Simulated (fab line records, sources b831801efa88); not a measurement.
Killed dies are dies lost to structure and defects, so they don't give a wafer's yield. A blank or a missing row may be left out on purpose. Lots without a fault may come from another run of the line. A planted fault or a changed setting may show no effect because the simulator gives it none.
fab line records | flow gf180mcu
record lots=5 wafers=15 last_day=34
route steps=602 shown MIM@509 M5@526 V5@540
lots that met no fault: from a run of the same line without faults
start_h: hours from the record's first day to the start of the lot's first wafer shown | wait_h: hours since the lot's step before | " the same as in the row above | L1.1+2: a row that stands for several wafers | - no value, or no start given | * or withheld: withheld | < > ~ a bound
route shown NAME@n: a module of which the file shows steps, and the number in the route of the first | usual: mean/standard deviation of fault-free wafers | same: alike in all rows | chamber/n: place in a boat | sites: the reading at each site | _std_site: their standard deviation | _edge_site: outer sites' mean less inner sites' | radius_mm: how far each site lies from the wafer's centre | mask NAME#n: copy n | behind: the tool/chamber that last shaped the wafer | hold: why the lot was held/for how many hours/how that ended | device: the transistor (n, p or np) that didn't switch | end of line: the same wafers' tests at the end of the route | a step without rows: its recipe alone | killed: dies lost to structure and defects at the first sort, not the wafer's yield | map: a wafer's dies, x killed, . not, _ none there
set.NAME: the setting as run; set.NAME@STEP: as run at that earlier step | model.NAME: the simulator's own value behind a step, which no gauge read
lots at some steps of the route; a table a step, a row a wafer
services: from which hour (start_h, from the record's first day; less than 0 if before it) a tool's chamber was out of use, for how many hours, and why
## steps
# step GF_MIM_THK_MEAS_06
# recipe reads=Si3N4_of_MIM_CVD_05
# usual MIM_CVD_05_THK=42.0/0.56
# columns lot.wafer tool chamber start_h wait_h MIM_CVD_05_THK[nm]
L076.1 film_metro-04 - 582.83 0.0 41.3
L076.4 " - " " 41.8
L076.5 " - " " 41.8
L080.1 film_metro-03 - 618.74 0.0 41.8
L080.4 " - " " 41.8
L080.5 " - " " 42.2
L088.1 film_metro-04 - 672.16 0.1 41.7
L088.3 " - " " 42.1
L088.5 " - " " 41.7
L089.2 film_metro-03 - 679.26 0.0 41.7
L089.3 " - " " 42.1
L089.5 " - " " 42.3
L096.2 film_metro-03 - 722.14 0.0 41.0
L096.3 " - " " 41.6
L096.6 " - " " 41.7
# step GF_MIM_SPUTTER_07
# recipe material=TiN target_thk_nm=60 power_w=6500 time_s=50 chamber_pressure_pa=0.4
# usual throttle_valve_pct=29.9/0.79
# columns lot.wafer tool chamber start_h wait_h throttle_valve_pct
L076.1 pvd_sputter-01 - 582.89 0.1 30.6
L076.4 " - " " 30.5
L076.5 " - " " 30.5
L080.1 pvd_sputter-01 - 618.80 0.1 29.4
L080.4 " - " " 30.5
L080.5 " - " " 30.8
L088.1 pvd_sputter-01 - 672.22 0.1 30.3
L088.3 " - " " 29.6
L088.5 " - " " 30.7
L089.2 pvd_sputter-02 - 679.31 0.0 29.6
L089.3 " - " " 28.6
L089.5 " - " " 29.4
L096.2 pvd_sputter-01 - 722.19 0.0 30.5
L096.3 " - " " 30.5
L096.6 " - " " 30.0
# step GF_MIM_SPUTTER_08
# recipe material=AlCu target_thk_nm=200 power_w=10600 time_s=10.6 chamber_pressure_pa=0.4
# usual throttle_valve_pct=29.9/0.77
# columns lot.wafer tool chamber start_h wait_h throttle_valve_pct
L076.1 pvd_sputter-01 - 582.93 0.0 30.7
L076.4 " - " " 30.5
L076.5 " - " " 30.2
L080.1 pvd_sputter-01 - 618.85 0.0 29.6
L080.4 " - " " 30.8
L080.5 " - " " 30.7
L088.1 pvd_sputter-01 - 672.27 0.0 30.5
L088.3 " - " " 29.7
L088.5 " - " " 30.9
L089.2 pvd_sputter-02 - 679.35 0.0 30.0
L089.3 " - " " 28.6
L089.5 " - " " 29.4
L096.2 pvd_sputter-01 - 722.24 0.0 30.7
L096.3 " - " " 30.7
L096.6 " - " " 29.9
# step GF_MIM_SPUTTER_09
# recipe material=TiN target_thk_nm=35 power_w=6500 time_s=29.2 chamber_pressure_pa=0.4
# usual throttle_valve_pct=29.9/0.8
# columns lot.wafer tool chamber start_h wait_h throttle_valve_pct
L076.1 pvd_sputter-01 - 582.95 0.0 30.9
L076.4 " - " " 30.6
L076.5 " - " " 30.4
L080.1 pvd_sputter-01 - 618.87 0.0 29.5
L080.4 " - " " 30.9
L080.5 " - " " 30.6
L088.1 pvd_sputter-01 - 672.29 0.0 30.2
L088.3 " - " " 29.6
L088.5 " - " " 30.7
L089.2 pvd_sputter-02 - 679.37 0.0 29.9
L089.3 " - " " 28.4
L089.5 " - " " 29.7
L096.2 pvd_sputter-01 - 722.26 0.0 30.4
L096.3 " - " " 30.5
L096.6 " - " " 29.7
# step GF_MIM_RS_MEAS_10
# recipe thk_meas_gauge=four-point-probe reads=TiN_of_MIM_SPUTTER_09+AlCu_of_MIM_SPUTTER_08+TiN_of_MIM_SPUTTER_07
# usual MIM_ALCU_RS=0.1607/0.002
# columns lot.wafer tool chamber start_h wait_h MIM_ALCU_RS[ohm/sq]
L076.1 film_metro-01 - 582.99 0.0 0.1560
L076.4 " - " " 0.1556
L076.5 " - " " 0.1564
L080.1 film_metro-01 - 618.90 0.0 0.1578
L080.4 " - " " 0.1591
L080.5 " - " " 0.1597
L088.1 film_metro-01 - 672.32 0.0 0.1587
L088.3 " - " " 0.1595
L088.5 " - " " 0.1583
L089.2 film_metro-04 - 679.43 0.0 0.1632
L089.3 " - " " 0.1626
L089.5 " - " " 0.1628
L096.2 film_metro-01 - 722.31 0.0 0.1586
L096.3 " - " " 0.1595
L096.6 " - " " 0.1599
# step GF_MIM_THK_MEAS_11
# recipe thk_meas_gauge=xrf reads=AlCu_of_MIM_SPUTTER_08
# usual MIM_ALCU_THK=196.5/2.4
# columns lot.wafer tool chamber start_h wait_h MIM_ALCU_THK[nm]
L076.1 film_metro-01 - 583.11 0.1 200.8
L076.4 " - " " 201.5
L076.5 " - " " 200.2
L080.1 film_metro-01 - 619.02 0.1 200.6
L080.4 " - " " 198.1
L080.5 " - " " 196.3
L088.1 film_metro-01 - 672.44 0.1 198.2
L088.3 " - " " 197.5
L088.5 " - " " 199.9
L089.2 film_metro-04 - 679.54 0.1 192.1
L089.3 " - " " 194.3
L089.5 " - " " 193.6
L096.2 film_metro-01 - 722.42 0.1 197.6
L096.3 " - " " 195.8
L096.6 " - " " 195.9
# step GF_MIM_DEHYDRATE_12
# recipe temp_c=200 time_s=60
# columns lot.wafer tool chamber start_h wait_h
L076.1+4+5 litho_track-04 0 592.87 9.8
L080.1+4+5 litho_track-03 0 629.10 10.1
L088.1+3+5 litho_track-01 0 681.01 8.6
L089.2+3+5 litho_track-04 0 688.24 8.7
L096.2+3+6 litho_track-04 0 730.34 7.9
# step GF_MIM_HMDS_13
# recipe prime_time_s=60 prime_temp_c=120
# same prime_time_s=60
# columns lot.wafer tool chamber start_h wait_h
L076.1+4+5 litho_track-04 0 593.02 0.1
L080.1+4+5 litho_track-03 0 629.25 0.1
L088.1+3+5 litho_track-01 0 681.16 0.1
L089.2+3+5 litho_track-04 0 688.39 0.1
L096.2+3+6 litho_track-04 0 730.49 0.1
# step GF_MIM_COAT_14
# recipe resist=NOVOLAK spin_rpm=3000 resist_thk_nm=1000
# columns lot.wafer tool chamber start_h wait_h
L076.1+4+5 litho_track-04 0 593.17 0.1
L080.1+4+5 litho_track-03 0 629.40 0.1
L088.1+3+5 litho_track-01 0 681.31 0.1
L089.2+3+5 litho_track-04 0 688.54 0.1
L096.2+3+6 litho_track-04 0 730.64 0.1
# step GF_MIM_SOFTBAKE_15
# recipe temp_c=90 time_s=60 resist=NOVOLAK
# columns lot.wafer tool chamber start_h wait_h
L076.1+4+5 litho_track-04 0 593.32 0.1
L080.1+4+5 litho_track-03 0 629.55 0.1
L088.1+3+5 litho_track-01 0 681.46 0.1
L089.2+3+5 litho_track-04 0 688.69 0.1
L096.2+3+6 litho_track-04 0 730.79 0.1
# step GF_MIM_EXPOSE_16
# recipe mask_id=FuseTop target_cd_nm=2000 na=0.6 source_shape=conventional sigma_outer=0.6 dose_mj=140
# columns lot.wafer tool chamber start_h wait_h mask
L076.1+4+5 iline_stepper-01 0 - - FuseTop#0
L080.1+4+5 iline_stepper-02 0 - - FuseTop#0
L088.1+3+5 iline_stepper-01 0 - - FuseTop#0
L089.2+3+5 iline_stepper-02 0 - - FuseTop#0
L096.2+3+6 iline_stepper-01 0 - - FuseTop#0
# step GF_MIM_PEB_17
# recipe temp_c=withheld time_s=* resist=NOVOLAK
# columns lot.wafer tool chamber start_h wait_h
L076.1+4+5 litho_track-04 0 - -
L080.1+4+5 litho_track-03 0 - -
L088.1+3+5 litho_track-01 0 - -
L089.2+3+5 litho_track-01 0 - -
L096.2+3+6 litho_track-04 0 - -
# step GF_MIM_DEVELOP_18
# recipe develop_time_s=60 dev_temp_c=23
# columns lot.wafer tool chamber start_h wait_h
L076.1+4+5 litho_track-04 0 603.12 0.1
L080.1+4+5 litho_track-03 0 639.25 0.1
L088.1+3+5 litho_track-01 0 690.66 0.1
L089.2+3+5 litho_track-01 0 698.14 0.1
L096.2+3+6 litho_track-04 0 739.49 0.1
# step GF_MIM_METAL_ETCH_19
# recipe chemistry=Cl2/BCl3 mask_material=NOVOLAK stop_on=Si3N4 target_depth_nm=324.5 pressure_mtorr=8 icp_w=800 bias_w=140 Cl2_flow_sccm=80 bcl3_flow_sccm=40 time_s=54.1
# usual drypump_motor_current_A=5.78/0.23 oes_product_au=0.941/0.007 throttle_valve_pct=28.284/0.011
# columns lot.wafer tool chamber start_h wait_h drypump_motor_current_A oes_product_au rf_hours_counter_h throttle_valve_pct
L076.1 rie_metal-02 1 603.27 0.1 5.77 0.947 14 28.264
L076.4 " 1 " " 5.81 0.962 - 28.285
L076.5 " 0 " " 5.74 0.957 - 28.287
L080.1 rie_metal-01 0 639.40 0.1 6.09 0.949 9 28.283
L080.4 " 0 " " 6.08 0.946 - 28.303
L080.5 " 0 " " 6.07 0.938 - 28.274
L088.1 rie_metal-02 0 690.81 0.1 5.71 0.942 14 28.288
L088.3 " 1 " " 5.78 0.942 - 28.303
L088.5 " 1 " " 5.79 0.943 - 28.284
L089.2 rie_metal-02 1 698.26 0.1 5.82 0.933 2 28.285
L089.3 " 1 " " 5.82 0.936 - 28.299
L089.5 " 0 " " 5.71 0.933 - 28.286
L096.2 rie_metal-02 0 739.64 0.1 5.74 0.949 - 28.283
L096.3 " 0 " " 5.73 0.940 - 28.269
L096.6 " 0 " " 5.72 0.944 - 28.278
# step GF_MIM_STRIP_20
# recipe chemistry=O2/N2 power_w=1400 pressure_mtorr=1500 platen_temp_c=250 o2_flow_sccm=3000 n2_flow_sccm=300 overash_fraction=0.5
# usual drypump_motor_current_A=5.87/0.3 heater_power_w=307/26 oes_product_au=0.692/0.0043 strip_time_to_endpoint_s=11.23/0.04
# columns lot.wafer tool chamber start_h wait_h drypump_motor_current_A heater_power_w oes_product_au rf_hours_counter_h strip_time_to_endpoint_s
L076.1 plasma_asher-02 1 603.34 0.0 5.74 314 0.695 83 11.23
L076.4 " 1 " " 5.75 308 0.692 - 11.19
L076.5 " 1 " " 5.73 312 0.687 - 11.26
L080.1 plasma_asher-04 0 639.54 0.1 6.07 349 0.694 23 11.25
L080.4 " 0 " " 6.06 355 0.693 - 11.24
L080.5 " 1 " " 5.48 279 0.694 - 11.25
L088.1 plasma_asher-04 0 690.88 0.0 6.07 352 0.699 28 11.24
L088.3 " 0 " " 6.11 342 0.696 - 11.22
L088.5 " 0 " " 6.14 341 0.688 - 11.21
L089.2 plasma_asher-03 0 698.33 0.0 5.80 279 0.700 60 11.23
L089.3 " 1 " " 5.86 292 0.687 - 11.26
L089.5 " 0 " " 5.77 279 0.695 - 11.29
L096.2 plasma_asher-03 1 739.76 0.1 5.86 296 0.694 63 11.31
L096.3 " 1 " " 5.85 288 0.695 - 11.30
L096.6 " 0 " " 5.77 277 0.700 - 11.30
# step GF_MIM_STRIP_21
# recipe chemistry=post_etch_residue_remover time_s=1200 temp_c=72.5
# columns lot.wafer tool chamber start_h wait_h
L076.1+4+5 wet_bench-03 2 603.44 0.1
L080.1+4+5 wet_bench-03 1 639.64 0.1
L088.1+3+5 wet_bench-03 2 690.98 0.1
L089.2+3+5 wet_bench-04 3 698.43 0.1
L096.2+3+6 wet_bench-03 3 739.86 0.1
# step GF_MIM_CLEAN_22
# recipe chemistry=DIW dry=n2_spin
# columns lot.wafer tool chamber start_h wait_h
L076.1+4+5 wet_bench-03 1 603.78 0.0
L080.1+4+5 wet_bench-04 2 639.98 0.0
L088.1+3+5 wet_bench-02 0 691.32 0.0
L089.2+3+5 wet_bench-03 3 698.77 0.0
L096.2+3+6 wet_bench-02 3 740.20 0.0
# step GF_M5_DEHYDRATE_00
# recipe temp_c=200 time_s=60
# columns lot.wafer tool chamber start_h wait_h
L076.1+4+5 litho_track-02 0 613.55 9.7
L080.1+4+5 litho_track-02 0 649.60 9.5
L088.1+3+5 litho_track-04 0 699.87 8.4
L089.2+3+5 litho_track-01 0 707.44 8.6
L096.2+3+6 litho_track-04 0 748.04 7.8
# step GF_M5_HMDS_01
# recipe prime_time_s=60 prime_temp_c=120
# same prime_time_s=60
# columns lot.wafer tool chamber start_h wait_h
L076.1+4+5 litho_track-02 0 613.70 0.1
L080.1+4+5 litho_track-02 0 649.75 0.1
L088.1+3+5 litho_track-04 0 700.02 0.1
L089.2+3+5 litho_track-01 0 707.59 0.1
L096.2+3+6 litho_track-04 0 748.19 0.1
# step GF_M5_COAT_02
# recipe resist=KrF spin_rpm=withheld resist_thk_nm=1000
# columns lot.wafer tool chamber start_h wait_h
L076.1+4+5 litho_track-02 0 613.85 0.1
L080.1+4+5 litho_track-02 0 649.90 0.1
L088.1+3+5 litho_track-04 0 700.17 0.1
L089.2+3+5 litho_track-01 0 707.74 0.1
L096.2+3+6 litho_track-04 0 748.34 0.1
# step GF_M5_SOFTBAKE_03
# recipe temp_c=130 time_s=60 resist=KrF
# columns lot.wafer tool chamber start_h wait_h
L076.1+4+5 litho_track-02 0 614.00 0.1
L080.1+4+5 litho_track-02 0 650.05 0.1
L088.1+3+5 litho_track-04 0 700.32 0.1
L089.2+3+5 litho_track-01 0 707.89 0.1
L096.2+3+6 litho_track-04 0 748.49 0.1
# step GF_M5_EXPOSE_04
# recipe mask_id=Metal5 target_cd_nm=280 na=0.68 source_shape=conventional sigma_outer=0.6 dose_mj=28
# columns lot.wafer tool chamber start_h wait_h mask
L076.1+4+5 krf_scanner-02 0 - - Metal5#0
L080.1+4+5 krf_scanner-02 0 - - Metal5#0
L088.1+3+5 krf_scanner-01 0 - - Metal5#0
L089.2+3+5 krf_scanner-01 0 - - Metal5#0
L096.2+3+6 krf_scanner-02 0 - - Metal5#0
# step GF_M5_PEB_05
# recipe peb_temp_c=135 peb_time_s=90 resist=KrF
# columns lot.wafer tool chamber start_h wait_h
L076.1+4+5 litho_track-04 0 - -
L080.1+4+5 litho_track-01 0 - -
L088.1+3+5 litho_track-02 0 - -
L089.2+3+5 litho_track-04 0 - -
L096.2+3+6 litho_track-04 0 - -
# step GF_M5_DEVELOP_06
# recipe develop_time_s=60 dev_temp_c=21
# columns lot.wafer tool chamber start_h wait_h
L076.1+4+5 litho_track-04 0 624.27 0.2
L080.1+4+5 litho_track-01 0 660.06 0.2
L088.1+3+5 litho_track-02 0 709.40 0.2
L089.2+3+5 litho_track-04 0 716.44 0.2
L096.2+3+6 litho_track-04 0 756.69 0.2
# step GF_M5_CD_MEAS_07
# recipe target_cd_nm=280
# usual cd_nm=279.8/1.3
# columns lot.wafer tool chamber start_h wait_h cd_nm
L076.1 cd_sem-02 - 624.42 0.1 279.5
L076.4 " - " " 279.5
L076.5 " - " " 278.9
L080.1 cd_sem-01 - 660.21 0.1 278.0
L080.4 " - " " 279.0
L080.5 " - " " 277.4
L088.1 cd_sem-02 - 709.55 0.1 278.8
L088.3 " - " " 278.6
L088.5 " - " " 278.9
L089.2 cd_sem-01 - 716.59 0.1 280.3
L089.3 " - " " 279.6
L089.5 " - " " 279.8
L096.2 cd_sem-01 - 756.84 0.1 281.2
L096.3 " - " " 280.1
L096.6 " - " " 279.1
# step GF_M5_OVL_MEAS_08
# usual M5_OVL=-1/5.3
# columns lot.wafer tool chamber start_h wait_h M5_OVL[nm]
L076.1 overlay-01 - 624.54 0.1 -5
L076.4 " - " " -4
L076.5 " - " " -4
L080.1 overlay-01 - 660.33 0.1 -10
L080.4 " - " " -7
L080.5 " - " " -11
L088.1 overlay-02 - 709.67 0.1 8
L088.3 " - " " -3
L088.5 " - " " 2
L089.2 overlay-01 - 716.69 0.1 8
L089.3 " - " " 3
L089.5 " - " " 9
L096.2 overlay-02 - 756.94 0.1 2
L096.3 " - " " -1
L096.6 " - " " -2
# step GF_M5_ETCH_09
# recipe chemistry=CF4/O2 target=Si3N4 target_depth_nm=52 source_w=800 bias_w=150 pressure_mtorr=150 cf4_flow_sccm=80 O2_flow_sccm=10 time_s=11.6
# usual O2_flow_sccm=10.000/0.029 drypump_motor_current_A=5.6/0.52 oes_product_au=1.003/0.01 throttle_valve_pct=5.970/0.0092
# columns lot.wafer tool chamber start_h wait_h O2_flow_sccm drypump_motor_current_A oes_product_au rf_hours_counter_h throttle_valve_pct
L076.1 rie_diel-02 1 624.57 0.0 9.969 5.9 0.994 64 5.973
L076.4 " 3 " " 9.975 5.8 1.023 8 5.968
L076.5 " 3 " " 10.028 5.8 1.032 - 5.961
L080.1 rie_diel-02 2 660.37 0.0 9.980 5.2 1.004 2 5.977
L080.4 " 0 " " 10.054 4.8 0.990 19 5.975
L080.5 " 0 " " 10.012 4.8 0.998 - 5.959
L088.1 rie_diel-04 3 709.70 0.0 9.934 5.4 1.008 10 5.967
L088.3 " 0 " " 10.000 5.6 0.997 14 5.948
L088.5 " 1 " " 9.990 6.2 1.001 - 5.954
L089.2 rie_diel-01 0 716.72 0.0 10.013 5.0 0.991 1 5.961
L089.3 " 3 " " 10.007 6.4 1.009 26 5.984
L089.5 " 1 " " 9.966 5.0 1.012 - 5.978
L096.2 rie_diel-01 1 756.97 0.0 10.020 5.0 1.007 8 5.957
L096.3 " 0 " " 10.015 4.9 1.003 3 5.951
L096.6 " 1 " " 10.033 4.9 1.010 - 5.957
# step GF_M5_METAL_ETCH_10
# recipe chemistry=Cl2/BCl3 mask_material=KrF target_depth_nm=750.8 stop_on=SiO2 pressure_mtorr=8 icp_w=800 bias_w=140 Cl2_flow_sccm=80 bcl3_flow_sccm=40 time_s=125.1
# usual drypump_motor_current_A=5.6/0.32 oes_product_au=0.989/0.0064 throttle_valve_pct=28.230/0.01
# columns lot.wafer tool chamber start_h wait_h drypump_motor_current_A oes_product_au rf_hours_counter_h throttle_valve_pct
L076.1 rie_metal-01 1 624.60 0.0 5.8 0.985 14 28.233
L076.4 " 1 " " 5.8 0.989 - 28.227
L076.5 " 1 " " 5.8 0.985 - 28.234
L080.1 rie_metal-04 1 660.39 0.0 5.0 0.984 4 28.236
L080.4 " 0 " " 5.3 0.992 - 28.239
L080.5 " 1 " " 5.0 0.989 - 28.226
L088.1 rie_metal-01 1 709.73 0.0 5.8 0.977 2 28.228
L088.3 " 0 " " 6.0 0.988 - 28.239
L088.5 " 0 " " 6.1 0.989 - 28.229
L089.2 rie_metal-04 1 716.74 0.0 5.0 0.994 7 28.224
L089.3 " 0 " " 5.3 0.985 - 28.230
L089.5 " 1 " " 5.0 0.998 - 28.228
L096.2 rie_metal-01 1 756.99 0.0 5.8 0.974 4 28.223
L096.3 " 1 " " 5.8 0.978 - 28.231
L096.6 " 0 " " 6.1 0.984 - 28.226
# step GF_M5_STRIP_11
# recipe chemistry=O2/N2 power_w=1400 pressure_mtorr=1500 platen_temp_c=250 o2_flow_sccm=3000 n2_flow_sccm=300 overash_fraction=0.5
# usual drypump_motor_current_A=5.84/0.21 heater_power_w=302/23 oes_product_au=0.524/0.0052 strip_time_to_endpoint_s=7.04/0.059
# columns lot.wafer tool chamber start_h wait_h drypump_motor_current_A heater_power_w oes_product_au rf_hours_counter_h strip_time_to_endpoint_s
L076.1 plasma_asher-01 1 624.73 0.1 6.14 309 0.520 93 7.08
L076.4 " 0 " " 5.72 310 0.524 - 7.06
L076.5 " 0 " " 5.70 311 0.532 - 7.05
L080.1 plasma_asher-04 1 660.52 0.1 5.49 287 0.532 25 7.04
L080.4 " 0 " " 6.07 354 0.515 - 6.91
L080.5 " 0 " " 6.12 344 0.523 - 7.05
L088.1 plasma_asher-03 0 709.85 0.1 5.80 277 0.526 61 7.10
L088.3 " 0 " " 5.82 277 0.536 - 7.07
L088.5 " 1 " " 5.86 296 0.527 - 7.08
L089.2 plasma_asher-04 0 716.87 0.1 6.06 339 0.525 31 7.02
L089.3 " 1 " " 5.50 287 0.530 - 7.08
L089.5 " 1 " " 5.48 280 0.524 - 7.02
L096.2 plasma_asher-01 0 757.12 0.1 5.69 310 0.526 2 7.21
L096.3 " 0 " " 5.69 306 0.530 - 7.16
L096.6 " 0 " " 5.69 308 0.524 - 7.10
# step GF_M5_STRIP_12
# recipe chemistry=post_etch_residue_remover time_s=1200 temp_c=72.5
# columns lot.wafer tool chamber start_h wait_h
L076.1+4+5 wet_bench-04 3 624.83 0.1
L080.1+4+5 wet_bench-03 1 660.62 0.1
L088.1+3+5 wet_bench-03 2 709.95 0.1
L089.2+3+5 wet_bench-03 1 716.97 0.1
L096.2+3+6 wet_bench-04 0 757.22 0.1
# step GF_M5_CLEAN_13
# recipe chemistry=DIW dry=n2_spin
# columns lot.wafer tool chamber start_h wait_h
L076.1+4+5 wet_bench-03 3 625.17 0.0
L080.1+4+5 wet_bench-04 0 660.96 0.0
L088.1+3+5 wet_bench-04 0 710.30 0.0
L089.2+3+5 wet_bench-01 1 717.32 0.0
L096.2+3+6 wet_bench-03 0 757.57 0.0
# step GF_V5_CVD_00
# recipe material=SiO2 target_thk_nm=300 sigma_open_frac=0.3 temp_c=400 time_s=50 sih4_flow_sccm=60 pressure_mtorr=6
# columns lot.wafer tool chamber start_h wait_h
L076.1+4+5 hdpcvd-01 0,2,0 625.26 0.0
L080.1+4+5 hdpcvd-02 0,0,2 661.05 0.0
L088.1+3+5 hdpcvd-02 2,0,1 710.39 0.0
L089.2+3+5 hdpcvd-02 2,0,1 717.41 0.0
L096.2+3+6 hdpcvd-01 1,2,1 757.66 0.0
# step GF_V5_THK_MEAS_01
# recipe reads=SiO2_of_V5_CVD_00
# usual V5_CVD_00_THK=300.4/2.9
# columns lot.wafer tool chamber start_h wait_h V5_CVD_00_THK[nm]
L076.1 film_metro-03 - 625.30 0.0 301.9
L076.4 " - " " 307.3
L076.5 " - " " 300.9
L080.1 film_metro-03 - 661.10 0.0 302.5
L080.4 " - " " 307.0
L080.5 " - " " 301.8
L088.1 film_metro-03 - 710.43 0.0 295.7
L088.3 " - " " 297.3
L088.5 " - " " 299.6
L089.2 film_metro-04 - 717.46 0.0 298.3
L089.3 " - " " 300.0
L089.5 " - " " 304.9
L096.2 film_metro-02 - 757.73 0.1 299.2
L096.3 " - " " 306.6
L096.6 " - " " 300.1
# step GF_V5_CVD_02
# recipe material=SiO2 target_thk_nm=1450 precursor=TEOS temp_c=400 time_s=163.28 rf_w=600
# usual heater_power_w=620/120
# columns lot.wafer tool chamber start_h wait_h heater_power_w
L076.1 pecvd-03 1 625.36 0.1 596
L076.4 " 0 " " 374
L076.5 " 2 " " 602
L080.1 pecvd-03 0 661.16 0.1 411
L080.4 " 0 " " 476
L080.5 " 1 " " 587
L088.1 pecvd-01 0 710.49 0.1 620
L088.3 " 2 " " 860
L088.5 " 0 " " 737
L089.2 pecvd-01 2 717.51 0.0 919
L089.3 " 1 " " 602
L089.5 " 0 " " 625
L096.2 pecvd-04 1 757.78 0.0 592
L096.3 " 0 " " 598
L096.6 " 1 " " 471
# step GF_V5_THK_MEAS_03
# recipe reads=SiO2_of_V5_CVD_02
# usual V5_CVD_02_THK=1446/16
# columns lot.wafer tool chamber start_h wait_h V5_CVD_02_THK[nm]
L076.1 film_metro-03 - 625.47 0.1 1437
L076.4 " - " " 1453
L076.5 " - " " 1447
L080.1 film_metro-04 - 661.27 0.1 1429
L080.4 " - " " 1456
L080.5 " - " " 1447
L088.1 film_metro-02 - 710.60 0.1 1432
L088.3 " - " " 1431
L088.5 " - " " 1459
L089.2 film_metro-03 - 717.63 0.1 1431
L089.3 " - " " 1444
L089.5 " - " " 1462
L096.2 film_metro-02 - 757.90 0.1 1408
L096.3 " - " " 1438
L096.6 " - " " 1461
# step GF_V5_CMP_04
# recipe material=SiO2 down_force_psi=4 platen_rpm=60 pad_velocity_m_s=0.94248
# usual edge_zone_pressure_frac=0.999/0.0046 motor_current_A=12.4/1.1
# columns lot.wafer tool chamber start_h wait_h edge_zone_pressure_frac motor_current_A
L076.4 cmp-02 2 625.53 0.0 1.001 11.5
L076.1 " 3 " " 0.995 12.6
L076.5 " 2 " " 1.004 11.5
L080.1 cmp-02 1 661.33 0.1 0.995 11.6
L080.4 " 0 " " 1.004 13.8
L080.5 " 2 " " 1.002 10.8
L088.1 cmp-02 1 710.66 0.1 0.998 11.8
L088.3 " 0 " " 0.990 14.1
L088.5 " 2 " " 1.001 11.2
L089.2 cmp-02 3 717.82 0.2 1.001 13.5
L089.3 " 0 " " 1.000 14.7
L089.5 " 2 " " 0.996 10.7
L096.2 cmp-02 2 758.00 0.1 0.998 11.9
L096.3 " 3 " " 1.001 12.9
L096.6 " 2 " " 0.995 11.0
# step GF_V5_BOW_MEAS_05
# recipe mode=bow
# usual V5_BOW=134/9.4
# columns lot.wafer tool chamber start_h wait_h V5_BOW[um]
L076.1 film_metro-03 - 625.83 0.2 144
L076.4 " - " " 145
L076.5 " - " " 150
L080.1 film_metro-04 - 661.63 0.2 142
L080.4 " - " " 118
L080.5 " - " " 130
L088.1 film_metro-03 - 710.96 0.2 139
L088.3 " - " " 146
L088.5 " - " " 132
L089.2 film_metro-04 - 718.09 0.2 120
L089.3 " - " " 134
L089.5 " - " " 135
L096.2 film_metro-04 - 758.30 0.3 129
L096.3 " - " " 125
L096.6 " - " " 141
# step GF_V5_DEHYDRATE_06
# recipe temp_c=200 time_s=60
# columns lot.wafer tool chamber start_h wait_h
L076.1+4+5 litho_track-04 0 635.82 10.0
L080.1+4+5 litho_track-04 0 670.52 8.9
L088.1+3+5 litho_track-02 0 719.50 8.5
L089.2+3+5 litho_track-03 0 726.33 8.2
L096.2+3+6 litho_track-02 0 765.77 7.4
# step GF_V5_HMDS_07
# recipe prime_time_s=60 prime_temp_c=120
# same prime_time_s=60
# columns lot.wafer tool chamber start_h wait_h
L076.1+4+5 litho_track-04 0 635.97 0.1
L080.1+4+5 litho_track-04 0 670.67 0.1
L088.1+3+5 litho_track-02 0 719.65 0.1
L089.2+3+5 litho_track-03 0 726.48 0.1
L096.2+3+6 litho_track-02 0 765.92 0.1
# step GF_V5_COAT_08
# recipe resist=BARC temp_c=withheld time_s=withheld spin_rpm=withheld resist_thk_nm=withheld
# columns lot.wafer tool chamber start_h wait_h
L076.1+4+5 litho_track-04 0 636.12 0.1
L080.1+4+5 litho_track-04 0 670.82 0.1
L088.1+3+5 litho_track-02 0 719.80 0.1
L089.2+3+5 litho_track-03 0 726.63 0.1
L096.2+3+6 litho_track-02 0 766.07 0.1
# step GF_V5_COAT_09
# recipe resist=KrF spin_rpm=withheld resist_thk_nm=1000
# columns lot.wafer tool chamber start_h wait_h
L076.1+4+5 litho_track-04 0 - -
L080.1+4+5 litho_track-04 0 - -
L088.1+3+5 litho_track-02 0 - -
L089.2+3+5 litho_track-03 0 - -
L096.2+3+6 litho_track-02 0 - -
# step GF_V5_SOFTBAKE_10
# recipe temp_c=130 time_s=60 resist=KrF
# columns lot.wafer tool chamber start_h wait_h
L076.1+4+5 litho_track-04 0 - -
L080.1+4+5 litho_track-04 0 - -
L088.1+3+5 litho_track-02 0 - -
L089.2+3+5 litho_track-03 0 - -
L096.2+3+6 litho_track-02 0 - -
# step GF_V5_EXPOSE_11
# recipe mask_id=Via5 target_cd_nm=260 na=0.68 source_shape=conventional sigma_outer=0.6 dose_mj=38
# columns lot.wafer tool chamber start_h wait_h mask
L076.1+4+5 krf_scanner-02 0 - - Via5#0
L080.1+4+5 krf_scanner-01 0 - - Via5#0
L088.1+3+5 krf_scanner-02 0 - - Via5#0
L089.2+3+5 krf_scanner-02 0 - - Via5#0
L096.2+3+6 krf_scanner-02 0 - - Via5#0
# step GF_V5_PEB_12
# recipe peb_temp_c=135 peb_time_s=90 resist=KrF
# columns lot.wafer tool chamber start_h wait_h
L076.1+4+5 litho_track-04 0 - -
L080.1+4+5 litho_track-04 0 - -
L088.1+3+5 litho_track-03 0 - -
L089.2+3+5 litho_track-04 0 - -
L096.2+3+6 litho_track-02 0 - -
# step GF_V5_DEVELOP_13
# recipe develop_time_s=60 resist=KrF dev_temp_c=21
# columns lot.wafer tool chamber start_h wait_h
L076.1+4+5 litho_track-04 0 646.07 0.2
L080.1+4+5 litho_track-04 0 680.72 0.2
L088.1+3+5 litho_track-03 0 728.80 0.2
L089.2+3+5 litho_track-04 0 735.39 0.2
L096.2+3+6 litho_track-02 0 774.37 0.2
## services
# columns tool chamber start_h hours kind
cmp-02 - 572.00 4.0 pm
hdpcvd-02 2 572.24 4.3 repair
krf_scanner-02 - 572.88 1.0 pm
krf_scanner-01 - 579.03 1.0 pm
iline_stepper-01 - 586.92 2.1 pm
krf_scanner-02 - 595.23 16.5 repair
rie_metal-01 - 598.24 14.6 pm
krf_scanner-02 - 604.51 1.9 repair
pvd_sputter-01 - 605.51 0.9 repair
cmp-02 - 609.38 5.9 repair
krf_scanner-02 - 611.75 0.8 pm
krf_scanner-02 - 620.23 1.3 pm
rie_metal-02 - 626.32 2.8 pm
krf_scanner-02 - 637.63 0.8 pm
rie_metal-01 - 672.42 0.2 repair
krf_scanner-02 - 673.55 4.4 pm
wet_bench-04 - 682.98 3.7 repair
krf_scanner-02 - 689.11 4.0 pm
cmp-02 - 701.32 1.4 repair
krf_scanner-02 - 709.42 0.7 repair
cmp-02 - 720.36 3.2 repair
rie_metal-02 1 726.35 16.2 repair
krf_scanner-02 - 741.88 1.0 pm
rie_metal-01 - 753.51 0.5 repair
## key
fault none
